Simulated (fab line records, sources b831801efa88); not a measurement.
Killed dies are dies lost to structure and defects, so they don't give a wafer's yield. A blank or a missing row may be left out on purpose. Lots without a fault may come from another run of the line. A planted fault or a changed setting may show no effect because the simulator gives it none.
fab line records | flow sfq_line | part 1 of 2: steps 1 to 26 of 37
record lots=5 wafers=15 last_day=87
route steps=325 shown I1@76 M2@88 I2@103
lots that met no fault: from a run of the same line without faults
start_h: hours from the record's first day to the start of the lot's first wafer shown | wait_h: hours since the lot's step before | " the same as in the row above | L1.1+2: a row that stands for several wafers | - no value, or no start given | * or withheld: withheld | < > ~ a bound
route shown NAME@n: a module of which the file shows steps, and the number in the route of the first | usual: mean/standard deviation of fault-free wafers | same: alike in all rows | chamber/n: place in a boat | sites: the reading at each site | _std_site: their standard deviation | _edge_site: outer sites' mean less inner sites' | radius_mm: how far each site lies from the wafer's centre | mask NAME#n: copy n | behind: the tool/chamber that last shaped the wafer | hold: why the lot was held/for how many hours/how that ended | device: the transistor (n, p or np) that didn't switch | end of line: the same wafers' tests at the end of the route | a step without rows: its recipe alone | killed: dies lost to structure and defects at the first sort, not the wafer's yield | map: a wafer's dies, x killed, . not, _ none there
set.NAME: the setting as run; set.NAME@STEP: as run at that earlier step | model.NAME: the simulator's own value behind a step, which no gauge read
lots at some steps of the route; a table a step, a row a wafer
services: from which hour (start_h, from the record's first day; less than 0 if before it) a tool's chamber was out of use, for how many hours, and why
## steps
# step SFQ_TRILAYER_I1_METRO_MEASURE_047
# usual thk_nm=199.0/1.4
# columns lot.wafer tool chamber start_h wait_h thk_nm
L076.1 film_metro-03 - 312.31 0.1 196.6
L076.2 " - " " 199.8
L076.5 " - " " 196.7
L078.1 film_metro-03 - 327.07 0.1 199.2
L078.3 " - " " 198.4
L078.6 " - " " 197.8
L079.4 film_metro-02 - 340.27 0.6 198.1
L079.5 " - " " 198.9
L079.6 " - " " 200.0
L084.3 film_metro-02 - 372.39 0.5 199.1
L084.4 " - " " 198.5
L084.5 " - " " 197.4
L085.1 film_metro-01 - 383.73 0.1 199.5
L085.5 " - " " 198.8
L085.6 " - " " 200.0
# step SFQ_TRILAYER_I1_VIA_LITHO_COAT_054
# recipe resist=BARC spin_rpm=3000 resist_thk_nm=62
# usual spin_speed_rpm=2999.9/1.8
# columns lot.wafer tool chamber start_h wait_h spin_speed_rpm
L076.1 litho_track-04 0 313.51 1.0 3001.9
L076.2 " 0 " " 2998.4
L076.5 " 0 " " 2999.2
L078.1 litho_track-01 0 328.27 1.0 3000.1
L078.3 " 0 " " 2999.6
L078.6 " 0 " " 3003.7
L079.4 litho_track-01 0 341.30 0.8 3001.5
L079.5 " 0 " " 3000.4
L079.6 " 0 " " 3003.6
L084.3 litho_track-03 0 373.31 0.7 2999.4
L084.4 " 0 " " 2999.1
L084.5 " 0 " " 2999.2
L085.1 litho_track-03 0 384.93 1.0 2997.4
L085.5 " 0 " " 2998.8
L085.6 " 0 " " 3000.5
# step SFQ_TRILAYER_I1_VIA_LITHO_COAT_049
# recipe resist=KrF spin_rpm=3000 resist_thk_nm=650
# usual spin_speed_rpm=3000.0/1.8
# columns lot.wafer tool chamber start_h wait_h spin_speed_rpm
L076.1 litho_track-04 0 313.81 0.2 3000.1
L076.2 " 0 " " 2998.1
L076.5 " 0 " " 2998.0
L078.1 litho_track-01 0 328.57 0.2 3004.2
L078.3 " 0 " " 3003.2
L078.6 " 0 " " 3002.5
L079.4 litho_track-01 0 341.60 0.2 2999.3
L079.5 " 0 " " 3001.7
L079.6 " 0 " " 3004.1
L084.3 litho_track-03 0 373.61 0.2 2999.2
L084.4 " 0 " " 2997.8
L084.5 " 0 " " 3000.8
L085.1 litho_track-03 0 385.23 0.2 2999.7
L085.5 " 0 " " 2998.5
L085.6 " 0 " " 3001.0
# step SFQ_TRILAYER_I1_VIA_LITHO_SOFTBAKE_053
# recipe temp_c=withheld time_s=withheld resist=KrF
# columns lot.wafer tool chamber start_h wait_h
L076.1+2+5 litho_track-04 0 314.11 0.2
L078.1+3+6 litho_track-01 0 328.87 0.2
L079.4+5+6 litho_track-01 0 341.83 0.2
L084.3+4+5 litho_track-03 0 373.86 0.2
L085.1+5+6 litho_track-03 0 385.53 0.2
# step SFQ_TRILAYER_I1_VIA_LITHO_EXPOSE_050
# recipe mask_id=I1 na=0.6 source_shape=conventional sigma_outer=0.65 target_cd_nm=500 dose_mj=21.3
# usual exposure_dose_mJ_cm2=21.296/0.023
# columns lot.wafer tool chamber start_h wait_h mask exposure_dose_mJ_cm2
L076.1 krf_scanner-02 0 419.23 - I1#0 21.262
L076.2 " 0 " " I1#0 21.295
L076.5 " 0 " " I1#0 21.279
L078.1 krf_scanner-02 0 437.03 - I1#0 21.329
L078.3 " 0 " " I1#0 21.353
L078.6 " 0 " " I1#0 21.311
L079.4 krf_scanner-02 0 450.83 - I1#0 21.290
L079.5 " 0 " " I1#0 21.301
L079.6 " 0 " " I1#0 21.273
L084.3 krf_scanner-02 0 487.83 - I1#0 21.333
L084.4 " 0 " " I1#0 21.306
L084.5 " 0 " " I1#0 21.331
L085.1 krf_scanner-02 0 500.63 - I1#0 21.302
L085.5 " 0 " " I1#0 21.318
L085.6 " 0 " " I1#0 21.312
# step SFQ_TRILAYER_I1_VIA_LITHO_PEB_052
# recipe peb_temp_c=115 peb_time_s=60 resist=KrF
# columns lot.wafer tool chamber start_h wait_h
L076.1+2+5 litho_track-01 0 420.43 1.0
L078.1+3+6 litho_track-04 0 438.23 1.0
L079.4+5+6 litho_track-04 0 451.51 0.5
L084.3+4+5 litho_track-01 0 488.68 0.7
L085.1+5+6 litho_track-01 0 501.83 1.0
# step SFQ_TRILAYER_I1_VIA_LITHO_DEVELOP_051
# recipe time_s=60 resist=KrF
# columns lot.wafer tool chamber start_h wait_h
L076.1+2+5 litho_track-01 0 420.58 0.1
L078.1+3+6 litho_track-04 0 438.38 0.1
L079.4+5+6 litho_track-04 0 451.66 0.1
L084.3+4+5 litho_track-01 0 488.83 0.1
L085.1+5+6 litho_track-01 0 501.98 0.1
# step SFQ_I1_OVL_MEAS_913
# usual I1_OVL=0/6.1
# columns lot.wafer tool chamber start_h wait_h I1_OVL[nm]
L076.1 overlay-02 - 420.73 0.1 7
L076.2 " - " " 3
L076.5 " - " " 6
L078.1 overlay-02 - 438.53 0.1 5
L078.3 " - " " 3
L078.6 " - " " 12
L079.4 overlay-01 - 451.75 0.1 6
L079.5 " - " " -1
L079.6 " - " " 9
L084.3 overlay-02 - 488.95 0.1 1
L084.4 " - " " 1
L084.5 " - " " 3
L085.1 overlay-01 - 502.13 0.1 8
L085.5 " - " " -2
L085.6 " - " " 1
# step SFQ_TRILAYER_I1_VIA_BARC_OPEN_VIA_ETCH_071
# recipe mask_material=PR chemistry=O2 target_depth_nm=125 target=BARC source_w=500 bias_w=80 pressure_mtorr=30 time_s=41.7
# usual drypump_motor_current_A=5.5/0.42 oes_product_au=0.685/0.0046
# columns lot.wafer tool chamber start_h wait_h drypump_motor_current_A oes_product_au rf_hours_counter_h
L076.1 rie_diel-04 3 420.77 0.0 6.3 0.688 15
L076.2 " 2 " " 5.5 0.679 88
L076.5 " 3 " " 6.3 0.685 -
L078.1 rie_diel-01 1 438.57 0.0 5.2 0.671 102
L078.3 " 3 " " 5.7 0.694 103
L078.6 " 1 " " 5.2 0.689 -
L079.4 rie_diel-02 0 451.77 0.0 5.5 0.688 2
L079.5 " 2 " " 5.9 0.682 -
L079.6 " 3 " " 5.9 0.692 -
L084.3 rie_diel-01 2 488.97 0.0 4.8 0.689 2
L084.4 " 2 " " 4.8 0.671 -
L084.5 " 1 " " 5.2 0.688 -
L085.1 rie_diel-02 0 502.17 0.0 5.6 0.678 3
L085.5 " 0 " " 5.6 0.682 -
L085.6 " 1 " " 6.2 0.684 -
# step SFQ_TRILAYER_I1_VIA_ETCH_VIA_ETCH_052
# recipe target=SiO2 stop_on=Nb mask_material=PR taper_deg=20 chemistry=CHF3 target_depth_nm=260 source_w=500 bias_w=80 pressure_mtorr=30 time_s=withheld
# usual drypump_motor_current_A=5.5/0.42 oes_product_au=0.852/0.0057
# columns lot.wafer tool chamber start_h wait_h drypump_motor_current_A oes_product_au
L076.1 rie_diel-04 3 420.81 0.0 6.3 0.849
L076.2 " 2 " " 5.5 0.862
L076.5 " 3 " " 6.3 0.849
L078.1 rie_diel-01 1 438.61 0.0 5.2 0.849
L078.3 " 3 " " 5.6 0.856
L078.6 " 1 " " 5.2 0.854
L079.4 rie_diel-02 0 451.81 0.0 5.5 0.854
L079.5 " 2 " " 5.8 0.856
L079.6 " 3 " " 5.9 0.858
L084.3 rie_diel-01 2 489.01 0.0 4.8 0.849
L084.4 " 2 " " 4.8 0.847
L084.5 " 1 " " 5.2 0.842
L085.1 rie_diel-02 0 502.21 0.0 5.5 0.851
L085.5 " 0 " " 5.5 0.856
L085.6 " 1 " " 6.1 0.847
# step SFQ_TRILAYER_I1_VIA_STRIP_STRIP_053
# recipe gas=O2 power_w=200 platen_temp_c=40 overash_fraction=0.65 chemistry=O2 pressure_mtorr=50
# usual drypump_motor_current_A=5.9/0.44 oes_product_au=1.003/0.014
# columns lot.wafer tool chamber start_h wait_h drypump_motor_current_A oes_product_au rf_hours_counter_h
L076.1 rie_metal-03 0 420.92 - 5.0 0.994 55
L076.2 " 1 " " 6.5 0.985 79
L076.5 " 1 " " 6.5 0.983 -
L078.1 rie_metal-03 1 438.72 - 6.5 0.987 83
L078.3 " 1 " " 6.5 0.989 -
L078.6 " 1 " " 6.5 1.000 -
L079.4 rie_metal-04 0 452.12 - 6.2 0.998 -
L079.5 " 0 " " 6.2 1.001 -
L079.6 " 1 " " 5.7 1.023 -
L084.3 rie_metal-02 1 489.32 - 5.9 1.012 -
L084.4 " 0 " " 6.3 0.981 -
L084.5 " 0 " " 6.3 0.986 -
L085.1 rie_metal-03 1 502.32 - 6.5 0.981 94
L085.5 " 0 " " 5.1 0.987 -
L085.6 " 1 " " 6.5 0.997 -
# step SFQ_TRILAYER_I1_VIA_STRIP_SOLV_CLEAN_054
# recipe chemistry=NMP temp_c=70 time_s=600
# usual bath_heat_duty_pct=13.4/1.4
# columns lot.wafer tool chamber start_h wait_h bath_heat_duty_pct
L076.1 wet_bench-03 4 421.52 0.4 12.1
L076.2 " 0 " " 16.6
L076.5 " 5 " " 12.3
L078.1 wet_bench-04 6 439.32 0.4 14.1
L078.3 " 0 " " 11.3
L078.6 " 7 " " 13.2
L079.4 wet_bench-04 5 452.52 0.2 12.7
L079.5 " 4 " " 13.3
L079.6 " 6 " " 14.8
L084.3 wet_bench-02 6 489.72 0.2 15.6
L084.4 " 7 " " 14.8
L084.5 " 1 " " 14.9
L085.1 wet_bench-04 7 502.92 0.4 11.9
L085.5 " 6 " " 15.2
L085.6 " 3 " " 12.3
# step SFQ_TRILAYER_M2_DEP_PRE_CLEAN_056
# recipe gas=Ar time_s=22.5 bias_v=250
# columns lot.wafer tool chamber start_h wait_h
L076.1+2+5 pvd_sputter-05 - 421.71 0.0
L078.1+3+6 pvd_sputter-05 - 439.50 0.0
L079.4+5+6 pvd_sputter-03 - 452.70 0.0
L084.3+4+5 pvd_sputter-04 - 489.90 0.0
L085.1+5+6 pvd_sputter-05 - 503.10 0.0
# step SFQ_TRILAYER_M2_DEP_SPUTTER_055
# recipe material=Nb base_pressure_pa=1.33e-06 chamber_pressure_pa=0.1333 substrate_temp_c=20 resputter_cathode_voltage_v=400 target_thk_nm=200 power_w=2000 time_s=133.3
# usual throttle_valve_pct=29.6/1.3
# columns lot.wafer tool chamber start_h wait_h throttle_valve_pct
L076.1 pvd_sputter-05 - 421.74 0.0 28.2
L076.2 " - " " 27.4
L076.5 " - " " 27.6
L078.1 pvd_sputter-05 - 439.53 0.0 29.6
L078.3 " - " " 27.1
L078.6 " - " " 27.5
L079.4 pvd_sputter-03 - 452.73 0.0 30.0
L079.5 " - " " 32.0
L079.6 " - " " 30.9
L084.3 pvd_sputter-04 - 489.93 0.0 30.0
L084.4 " - " " 29.6
L084.5 " - " " 29.6
L085.1 pvd_sputter-05 - 503.13 0.0 27.4
L085.5 " - " " 27.7
L085.6 " - " " 29.8
# step SFQ_M2_RS_MEAS_914
# recipe thk_meas_gauge=four-point-probe reads=Nb_of_TRILAYER_M2_DEP_SPUTTER_055
# usual M2_NB_RS=0.886/0.012
# columns lot.wafer tool chamber start_h wait_h M2_NB_RS[ohm/sq]
L076.1 film_metro-04 - 421.83 0.0 0.891
L076.2 " - " " 0.882
L076.5 " - " " 0.888
L078.1 film_metro-02 - 439.62 0.0 0.881
L078.3 " - " " 0.890
L078.6 " - " " 0.888
L079.4 film_metro-03 - 452.88 0.1 0.884
L079.5 " - " " 0.861
L079.6 " - " " 0.881
L084.3 film_metro-03 - 490.07 0.1 0.897
L084.4 " - " " 0.880
L084.5 " - " " 0.885
L085.1 film_metro-02 - 503.22 0.0 0.893
L085.5 " - " " 0.908
L085.6 " - " " 0.900
# step SFQ_TRILAYER_M2_LITHO_COAT_062
# recipe resist=BARC spin_rpm=3000 resist_thk_nm=62
# usual spin_speed_rpm=2999.6/2.3
# columns lot.wafer tool chamber start_h wait_h spin_speed_rpm
L076.1 litho_track-03 0 422.01 0.1 2997.1
L076.2 " 0 " " 3002.9
L076.5 " 0 " " 2996.1
L078.1 litho_track-04 0 439.80 0.1 2997.5
L078.3 " 0 " " 3000.8
L078.6 " 0 " " 2997.7
L079.4 litho_track-02 0 453.15 0.2 2997.2
L079.5 " 0 " " 2995.5
L079.6 " 0 " " 2995.8
L084.3 litho_track-04 0 490.31 0.1 3001.2
L084.4 " 0 " " 3001.5
L084.5 " 0 " " 3003.8
L085.1 litho_track-02 0 503.40 0.1 2999.9
L085.5 " 0 " " 3000.7
L085.6 " 0 " " 3002.4
# step SFQ_TRILAYER_M2_LITHO_COAT_057
# recipe resist=KrF spin_rpm=3000 resist_thk_nm=600
# usual spin_speed_rpm=3000.0/2.2
# columns lot.wafer tool chamber start_h wait_h spin_speed_rpm
L076.1 litho_track-03 0 422.31 0.2 3004.6
L076.2 " 0 " " 3001.3
L076.5 " 0 " " 3003.3
L078.1 litho_track-04 0 440.10 0.2 2998.8
L078.3 " 0 " " 2996.2
L078.6 " 0 " " 2999.1
L079.4 litho_track-02 0 453.45 0.2 3000.5
L079.5 " 0 " " 2997.0
L079.6 " 0 " " 2996.4
L084.3 litho_track-04 0 490.61 0.2 2997.4
L084.4 " 0 " " 2996.8
L084.5 " 0 " " 2997.7
L085.1 litho_track-02 0 503.70 0.2 3004.6
L085.5 " 0 " " 3002.9
L085.6 " 0 " " 3003.2
# step SFQ_TRILAYER_M2_LITHO_SOFTBAKE_061
# recipe temp_c=withheld time_s=withheld resist=KrF
# columns lot.wafer tool chamber start_h wait_h
L076.1+2+5 litho_track-03 0 422.61 0.2
L078.1+3+6 litho_track-04 0 440.40 0.2
L079.4+5+6 litho_track-02 0 453.67 0.2
L084.3+4+5 litho_track-04 0 490.86 0.2
L085.1+5+6 litho_track-02 0 504.00 0.2
# step SFQ_TRILAYER_M2_LITHO_EXPOSE_058
# recipe mask_id=M2 na=0.6 source_shape=conventional sigma_outer=0.65 target_cd_nm=500 dose_mj=14.4
# usual exposure_dose_mJ_cm2=14.400/0.015
# columns lot.wafer tool chamber start_h wait_h mask exposure_dose_mJ_cm2
L076.1 krf_scanner-01 0 545.60 - M2#0 14.386
L076.2 " 0 " " M2#0 14.398
L076.5 " 0 " " M2#0 14.397
L078.1 krf_scanner-01 0 569.60 - M2#0 14.397
L078.3 " 0 " " M2#0 14.407
L078.6 " 0 " " M2#0 14.398
L079.4 krf_scanner-02 0 584.72 - M2#0 14.412
L079.5 " 0 " " M2#0 14.411
L079.6 " 0 " " M2#0 14.390
L084.3 krf_scanner-01 0 638.37 - M2#0 14.423
L084.4 " 0 " " M2#0 14.401
L084.5 " 0 " " M2#0 14.398
L085.1 krf_scanner-01 0 653.57 - M2#0 14.396
L085.5 " 0 " " M2#0 14.366
L085.6 " 0 " " M2#0 14.375
# step SFQ_TRILAYER_M2_LITHO_PEB_060
# recipe peb_temp_c=115 peb_time_s=60 resist=KrF
# columns lot.wafer tool chamber start_h wait_h
L076.1+2+5 litho_track-03 0 546.80 1.0
L078.1+3+6 litho_track-03 0 570.80 1.0
L079.4+5+6 litho_track-04 0 585.40 0.5
L084.3+4+5 litho_track-03 0 639.22 0.7
L085.1+5+6 litho_track-03 0 654.77 1.0
# step SFQ_TRILAYER_M2_LITHO_DEVELOP_059
# recipe time_s=60 resist=KrF
# columns lot.wafer tool chamber start_h wait_h
L076.1+2+5 litho_track-03 0 546.95 0.1
L078.1+3+6 litho_track-03 0 570.95 0.1
L079.4+5+6 litho_track-04 0 585.55 0.1
L084.3+4+5 litho_track-03 0 639.37 0.1
L085.1+5+6 litho_track-03 0 654.92 0.1
# step SFQ_M2_OVL_MEAS_916
# usual M2_OVL=-2/5.3
# columns lot.wafer tool chamber start_h wait_h M2_OVL[nm]
L076.1 overlay-01 - 547.10 0.1 4
L076.2 " - " " 3
L076.5 " - " " 6
L078.1 overlay-01 - 571.10 0.1 -2
L078.3 " - " " -2
L078.6 " - " " -4
L079.4 overlay-01 - 585.64 0.1 -8
L079.5 " - " " -11
L079.6 " - " " 1
L084.3 overlay-02 - 639.48 0.1 -9
L084.4 " - " " -3
L084.5 " - " " -13
L085.1 overlay-01 - 655.07 0.1 -12
L085.5 " - " " -3
L085.6 " - " " 1
# step SFQ_TRILAYER_M2_BARC_OPEN_METAL_ETCH_077
# recipe mask_material=PR chemistry=O2 target_depth_nm=125 target=BARC icp_w=600 bias_w=80 pressure_mtorr=10 time_s=41.7
# usual drypump_motor_current_A=5.6/0.56 oes_product_au=0.685/0.0049
# columns lot.wafer tool chamber start_h wait_h drypump_motor_current_A oes_product_au rf_hours_counter_h
L076.1 rie_metal-01 0 547.13 0.0 5.0 0.679 160
L076.2 " 1 " " 5.6 0.687 59
L076.5 " 1 " " 5.6 0.688 -
L078.1 rie_metal-03 1 571.13 0.0 6.5 0.686 103
L078.3 " 0 " " 5.1 0.684 -
L078.6 " 0 " " 5.1 0.688 -
L079.4 rie_metal-01 0 585.68 0.0 5.0 0.680 -
L079.5 " 1 " " 5.6 0.686 -
L079.6 " 0 " " 5.0 0.686 -
L084.3 rie_metal-01 0 639.52 0.0 5.0 0.687 -
L084.4 " 1 " " 5.6 0.690 -
L084.5 " 1 " " 5.6 0.680 -
L085.1 rie_metal-03 1 655.10 0.0 6.5 0.683 116
L085.5 " 0 " " 5.0 0.683 -
L085.6 " 1 " " 6.6 0.691 -
# step SFQ_TRILAYER_M2_ETCH_METAL_ETCH_060
# recipe target=Nb stop_on=SiO2 mask_material=PR chemistry=Cl2/Ar target_depth_nm=240 icp_w=600 bias_w=80 pressure_mtorr=10 time_s=120
# usual drypump_motor_current_A=5.6/0.56 oes_product_au=0.897/0.0085
# columns lot.wafer tool chamber start_h wait_h drypump_motor_current_A oes_product_au rf_hours_counter_h
L076.1 rie_metal-01 0 547.19 0.0 5.0 0.890 160
L076.2 " 1 " " 5.6 0.897 59
L076.5 " 1 " " 5.6 0.896 -
L078.1 rie_metal-03 1 571.19 0.0 6.5 0.899 103
L078.3 " 0 " " 5.1 0.890 -
L078.6 " 0 " " 5.1 0.895 -
L079.4 rie_metal-01 0 585.76 0.1 5.0 0.900 -
L079.5 " 1 " " 5.6 0.913 -
L079.6 " 0 " " 5.0 0.909 -
L084.3 rie_metal-01 0 639.60 0.1 5.0 0.888 -
L084.4 " 1 " " 5.6 0.900 -
L084.5 " 1 " " 5.6 0.900 -
L085.1 rie_metal-03 1 655.16 0.0 6.5 0.901 116
L085.5 " 0 " " 5.1 0.879 -
L085.6 " 1 " " 6.5 0.885 -
# step SFQ_TRILAYER_M2_STRIP_STRIP_061
# recipe gas=O2 power_w=200 platen_temp_c=40 overash_fraction=0.65 chemistry=O2 pressure_mtorr=50
# usual drypump_motor_current_A=5.6/0.56 oes_product_au=1.005/0.011
# columns lot.wafer tool chamber start_h wait_h drypump_motor_current_A oes_product_au rf_hours_counter_h
L076.1 rie_metal-01 0 547.32 0.1 5.0 1.016 160
L076.2 " 1 " " 5.6 1.004 59
L076.5 " 1 " " 5.6 1.011 -
L078.1 rie_metal-03 1 571.32 0.1 6.5 1.002 103
L078.3 " 0 " " 5.1 0.993 -
L078.6 " 0 " " 5.0 0.988 -
L079.4 rie_metal-01 0 586.04 0.2 5.0 0.997 -
L079.5 " 1 " " 5.6 1.003 -
L079.6 " 0 " " 5.0 0.996 -
L084.3 rie_metal-01 0 639.89 0.2 5.0 0.990 -
L084.4 " 1 " " 5.6 1.013 -
L084.5 " 1 " " 5.6 1.000 -
L085.1 rie_metal-03 1 655.29 0.1 6.5 1.016 116
L085.5 " 0 " " 5.1 0.993 -
L085.6 " 1 " " 6.5 1.018 -
# step SFQ_TRILAYER_M2_STRIP_SOLV_CLEAN_062
# recipe chemistry=NMP temp_c=70 time_s=600
# usual bath_heat_duty_pct=13.1/1.2
# columns lot.wafer tool chamber start_h wait_h bath_heat_duty_pct
L076.1 wet_bench-01 4 547.92 0.4 12.7
L076.2 " 1 " " 12.3
L076.5 " 3 " " 13.2
L078.1 wet_bench-01 5 571.92 0.4 11.5
L078.3 " 6 " " 12.8
L078.6 " 1 " " 13.1
L079.4 wet_bench-01 1 586.44 0.2 13.9
L079.5 " 0 " " 13.9
L079.6 " 6 " " 12.4
L084.3 wet_bench-03 3 640.29 0.2 14.0
L084.4 " 7 " " 14.3
L084.5 " 4 " " 12.0
L085.1 wet_bench-04 2 655.89 0.4 13.2
L085.5 " 7 " " 13.4
L085.6 " 3 " " 12.3
